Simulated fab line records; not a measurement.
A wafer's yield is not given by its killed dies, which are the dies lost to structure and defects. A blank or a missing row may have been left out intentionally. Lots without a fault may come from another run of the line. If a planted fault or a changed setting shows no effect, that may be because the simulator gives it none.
fab line records    flow sfqLine
record: lots: 5  wafers: 15  lastDay: 83
route steps=325 shown I2@103
lots that met no fault: taken from a fault-free run of the same line
startH: start of the lot's first displayed wafer, in hours after the record's first day    waitH: time in hours since the lot's previous step    " identical to the entry in the row above    L1.1+2: several wafers, shown together as one row    - either no value or no given start    * or withheld: withheld    < > ~ a bound
route shown NAME@n: a module of which the file shows steps, and the number in the route of the first    usual: mean/standard deviation of fault-free wafers    same: alike in all rows    chamber/n: place in a boat    sites: per-site readings    _std_site: the standard deviation of these    _edge_site: outer sites' mean less inner sites'    radiusMm: for every site, how far away it sits from the centre of the wafer    mask NAME#n: copy n    behind: the most recent tool/chamber to have shaped the wafer    hold: why the lot was held/for how many hours/how that ended    device: which transistor (n, p or np) failed to switch    end of line: tests of these same wafers at the route's end    where a step has no rows: the recipe by itself    killed: count of dies lost to structure and defects at first sort (not the wafer's yield)    map: dies across one wafer; x = killed, . = not, _ = none there
set.NAME: the setting the step ran with; set.NAME@STEP: the setting that earlier step ran with    model.NAME: the simulator's own value behind a step, which no gauge read
lots at some steps of the route; a table a step, a row a wafer
services: a tool's chamber out of use, with start hour (startH, from the record's first day; less than 0 if before it), hours out, and reason
== steps ==
step: SFQ_TRILAYER_I2_DEP_PECVD_063
recipe: material: SiO2  tempC: 150  timeS: 111.11  pressureTorr: 2.4  rfW: 183.3  precursor: SiH4/N2O  targetThkNm: 500
usual: heaterPowerW: 81/8.3  throttleValvePct: 23.7/1.2
lot.wafer  tool      chamber  startH  waitH  heaterPowerW  throttleValvePct
L651.2     pecvd-01  2        806.07  0.0    85            23.8
L651.5     "         0        "       "      86            25.1
L651.6     "         2        "       "      71            23.9
L653.2     pecvd-02  2        862.21  0.0    75            24.0
L653.3     "         0        "       "      96            26.1
L653.4     "         2        "       "      78            23.9
L659.1     pecvd-04  1        906.24  0.0    80            24.7
L659.5     "         2        "       "      81            23.3
L659.6     "         1        "       "      83            24.9
L660.1     pecvd-04  1        915.94  0.0    73            24.6
L660.3     "         2        "       "      74            23.5
L660.4     "         1        "       "      76            24.4
L667.3     pecvd-04  2        944.29  0.0    80            23.3
L667.4     "         1        "       "      73            25.1
L667.5     "         0        "       "      65            22.3
step: SFQ_TRILAYER_I2_CMP_CMP_064
recipe: material: SiO2  downForcePsi: 3  platenRpm: 60  padVelocityMS: 0.94248
usual: motorCurrentA: 9.8/0.93  timeToEndpointS: 209/9.6
lot.wafer  tool    chamber  startH  waitH  motorCurrentA  timeToEndpointS
L651.2     cmp-01  1        837.93  31.8   10.3           205
L651.6     "       1        839.93  33.8   10.0           210
L651.5     "       2        "       "      10.5           204
L653.4     cmp-02  3        893.53  31.3   10.0           202
L653.2     "       0        "       "      10.5           194
L653.3     "       1        "       "      8.5            209
L659.1     cmp-02  0        924.03  17.8   10.8           197
L659.5     "       3        925.53  19.2   9.4            207
L659.6     "       0        "       "      10.1           209
L660.4     cmp-01  2        932.80  16.8   9.8            193
L660.3     "       3        "       "      11.1           198
L660.1     "       1        934.30  18.3   10.7           201
L667.3     cmp-01  1        954.30  10.0   9.8            211
L667.4     "       3        955.30  10.9   11.0           211
L667.5     "       0        "       "      8.9            209
step: SFQ_I2_BOW_MEAS_917
recipe: mode: bow
usual: I2_BOW: 3/8.3
lot.wafer  tool          chamber  startH  waitH  I2_BOW[um]
L651.2     filmMetro-01  -        840.95  2.5    -2
L651.5     "             -        "       "      -9
L651.6     "             -        "       "      0
L653.2     filmMetro-04  -        896.55  2.0    0
L653.3     "             -        "       "      6
L653.4     "             -        "       "      2
L659.1     filmMetro-01  -        926.53  2.0    9
L659.5     "             -        "       "      -2
L659.6     "             -        "       "      -5
L660.1     filmMetro-01  -        935.80  1.0    8
L660.3     "             -        "       "      8
L660.4     "             -        "       "      7
L667.3     filmMetro-04  -        956.84  2.0    17
L667.4     "             -        "       "      12
L667.5     "             -        "       "      5
step: SFQ_TRILAYER_I2_METRO_MEASURE_065
usual: thkNm: 199.5/1.3
lot.wafer  tool          chamber  startH  waitH  thkNm
L651.2     filmMetro-01  -        841.25  0.3    199.4
L651.5     "             -        "       "      198.7
L651.6     "             -        "       "      199.5
L653.2     filmMetro-04  -        896.85  0.3    199.5
L653.3     "             -        "       "      200.5
L653.4     "             -        "       "      198.2
L659.1     filmMetro-01  -        926.65  0.1    198.4
L659.5     "             -        "       "      201.3
L659.6     "             -        "       "      199.0
L660.1     filmMetro-01  -        935.92  0.1    198.7
L660.3     "             -        "       "      198.2
L660.4     "             -        "       "      196.8
L667.3     filmMetro-04  -        957.32  0.5    200.3
L667.4     "             -        "       "      198.9
L667.5     "             -        "       "      200.0
step: SFQ_TRILAYER_I2_VIA_LITHO_COAT_072
recipe: resist: BARC  spinRpm: 3053  resistThkNm: 62
step: SFQ_TRILAYER_I2_VIA_LITHO_COAT_067
recipe: resist: KrF  spinRpm: 3000  resistThkNm: 650
step: SFQ_TRILAYER_I2_VIA_LITHO_SOFTBAKE_071
recipe: tempC: withheld  timeS: withheld  resist: KrF
step: SFQ_TRILAYER_I2_VIA_LITHO_EXPOSE_068
recipe: maskId: I2  na: 0.6  sourceShape: conventional  sigmaOuter: 0.65  targetCdNm: 500  doseMj: 21.3
step: SFQ_TRILAYER_I2_VIA_LITHO_PEB_070
recipe: pebTempC: 115  pebTimeS: 60  resist: KrF
step: SFQ_TRILAYER_I2_VIA_LITHO_DEVELOP_069
recipe: timeS: 60  resist: KrF
step: SFQ_I2_OVL_MEAS_918
usual: I2_OVL: -3/5.9
lot.wafer  tool        chamber  startH   waitH  I2_OVL[nm]
L651.2     overlay-01  -        856.23   0.1    3
L651.5     "           -        "        "      5
L651.6     "           -        "        "      9
L653.2     overlay-02  -        1033.55  0.1    -4
L653.3     "           -        "        "      -6
L653.4     "           -        "        "      1
L659.1     overlay-02  -        1061.27  0.1    -8
L659.5     "           -        "        "      -2
L659.6     "           -        "        "      -13
L660.1     overlay-02  -        1067.27  0.1    1
L660.3     "           -        "        "      -3
L660.4     "           -        "        "      1
L667.3     overlay-01  -        1088.88  0.1    -5
L667.4     "           -        "        "      -7
L667.5     "           -        "        "      -3
step: SFQ_TRILAYER_I2_VIA_BARC_OPEN_VIA_ETCH_096
recipe: maskMaterial: PR  chemistry: O2  targetDepthNm: 125  target: BARC  sourceW: 500  biasW: 80  pressureMtorr: 30  timeS: 41.7
usual: drypumpMotorCurrentA: 5.9/0.44  oesProductAu: 0.683/0.0045  rfFwdPowerW: 494.7/2.2
lot.wafer  tool        chamber  startH   waitH  drypumpMotorCurrentA  oesProductAu  rfFwdPowerW  rfHoursCounterH
L651.2     rieDiel-04  3        856.26   0.0    5.9                   0.683         495.5        3
L651.5     "           3        "        "      5.8                   0.680         498.1        -
L651.6     "           0        "        "      5.0                   0.684         494.3        -
L653.2     rieDiel-01  1        1033.58  0.0    6.3                   0.683         495.2        4
L653.3     "           0        "        "      5.6                   0.682         492.3        5
L653.4     "           2        "        "      6.1                   0.678         498.0        11
L659.1     rieDiel-03  2        1061.31  0.0    6.4                   0.678         492.9        7
L659.5     "           0        "        "      5.8                   0.685         496.1        -
L659.6     "           1        "        "      6.2                   0.683         494.9        -
L660.1     rieDiel-01  0        1067.31  0.0    5.6                   0.683         491.0        5
L660.3     "           3        "        "      5.6                   0.688         490.9        6
L660.4     "           3        "        "      5.6                   0.680         492.2        -
L667.3     rieDiel-04  0        1088.91  0.0    5.1                   0.679         495.1        10
L667.4     "           3        "        "      5.8                   0.679         497.4        6
L667.5     "           2        "        "      5.5                   0.681         491.2        -
step: SFQ_TRILAYER_I2_VIA_ETCH_VIA_ETCH_070
recipe: target: SiO2  stopOn: Nb  maskMaterial: PR  taperDeg: 20  chemistry: CHF3  targetDepthNm: 260  sourceW: 500  biasW: 80  pressureMtorr: 30  timeS: withheld
usual: drypumpMotorCurrentA: 5.9/0.44  oesProductAu: 0.853/0.0054  rfFwdPowerW: 497.9/1.7
lot.wafer  tool        chamber  startH   waitH  drypumpMotorCurrentA  oesProductAu  rfFwdPowerW  model.Nb_of_TRILAYER_M2_DEP_SPUTTER_055.thkNm
L651.2     rieDiel-04  3        856.30   0.0    5.8                   0.854         496.0        195.7
L651.5     "           3        "        "      5.8                   0.863         498.4        196.3
L651.6     "           0        "        "      5.0                   0.855         497.2        196.1
L653.2     rieDiel-01  1        1033.62  0.0    6.3                   0.856         497.5        200
L653.3     "           0        "        "      5.7                   0.859         496.1        203
L653.4     "           2        "        "      6.0                   0.840         498.7        198.8
L659.1     rieDiel-03  2        1061.35  0.0    6.3                   0.848         498.2        201
L659.5     "           0        "        "      5.7                   0.860         499.2        201.8
L659.6     "           1        "        "      6.2                   0.849         500.6        200.2
L660.1     rieDiel-01  0        1067.35  0.0    5.6                   0.845         498.0        201.4
L660.3     "           3        "        "      5.6                   0.850         578.5        199.2
L660.4     "           3        "        "      5.5                   0.854         577.9        199.3
L667.3     rieDiel-04  0        1088.95  0.0    5.0                   0.857         500.5        197.4
L667.4     "           3        "        "      5.8                   0.853         497.3        197.8
L667.5     "           2        "        "      5.6                   0.853         496.2        198.1
step: SFQ_TRILAYER_I2_VIA_STRIP_STRIP_071
recipe: gas: O2  powerW: 200  platenTempC: 40  overashFraction: 0.6822  chemistry: O2  pressureMtorr: 50
usual: drypumpMotorCurrentA: 6.03/0.14  oesProductAu: 1.002/0.01
lot.wafer  tool         chamber  startH   waitH  drypumpMotorCurrentA  oesProductAu  rfHoursCounterH
L651.2     rieMetal-03  1        856.41   -      6.36                  0.996         85
L651.5     "            0        "        "      5.96                  1.007         -
L651.6     "            1        "        "      6.35                  1.002         -
L653.2     rieMetal-03  0        1033.73  -      5.97                  0.994         23
L653.3     "            1        "        "      6.41                  1.012         -
L653.4     "            0        "        "      5.98                  1.009         -
L659.1     rieMetal-03  1        1061.46  -      6.38                  1.009         111
L659.5     "            1        "        "      6.37                  0.999         -
L659.6     "            0        "        "      5.97                  1.001         -
L660.1     rieMetal-04  1        1067.46  -      6.02                  0.999         139
L660.3     "            1        "        "      6.01                  1.002         -
L660.4     "            1        "        "      6.03                  1.001         -
L667.3     rieMetal-01  0        1089.26  -      6.10                  0.997         -
L667.4     "            1        "        "      5.98                  1.011         -
L667.5     "            0        "        "      6.11                  0.999         -
== services ==
tool          chamber  startH   hours  kind
pecvd-04      -        784.21   0.7    repair
cmp-02        -        792.25   4.0    pm
rieDiel-03    2        795.70   7.8    repair
filmMetro-01  -        799.79   1.6    pm
cmp-01        -        801.14   9.8    pm
filmMetro-01  -        810.34   1.2    pm
rieDiel-04    2        832.96   3.9    repair
pecvd-04      -        876.76   1.6    repair
rieDiel-01    1        907.98   7.9    repair
rieMetal-03   1        912.92   39.9   repair
cmp-01        -        915.93   4.0    pm
rieDiel-01    1        933.21   12.3   repair
cmp-01        -        936.87   0.8    repair
rieMetal-03   1        954.52   15.7   repair
rieDiel-04    3        957.82   8.8    repair
filmMetro-01  -        968.17   4.6    repair
filmMetro-01  -        996.04   1.6    pm
pecvd-04      1        1000.48  7.9    repair
rieDiel-01    2        1001.38  2.2    repair
filmMetro-01  -        1044.79  0.8    pm
rieDiel-01    2        1047.61  30.5   repair
filmMetro-01  -        1055.34  0.2    pm
rieDiel-01    -        1063.45  0.6    repair
pecvd-04      0        1088.79  20.4   repair
== key ==
firstSign: step: SFQ_TRILAYER_I2_VIA_ETCH_VIA_ETCH_070  reading: rfFwdPowerW  direction: up  sigmas: 48  usual: 497.9  struck: 578.2
effect none on later readings
modelEffect: step: SFQ_TRILAYER_I2_VIA_ETCH_VIA_ETCH_070  value: Nb_of_TRILAYER_M2_DEP_SPUTTER_055.thkNm  without: 200.5  struck: 199.2
metAt SFQ_TRILAYER_I2_VIA_ETCH_VIA_ETCH_070
struckWafers L660.3,L660.4
fault: kind: processParameterDrift  tool: rieDiel-01  chamber: 3  onsetH: 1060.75  steps: SFQ_TRILAYER_I2_VIA_ETCH_VIA_ETCH_070  channel: sourceW  offset: 80  shape: step  endH: 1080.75  actsIn: theseRecipesOnly  stated: 500
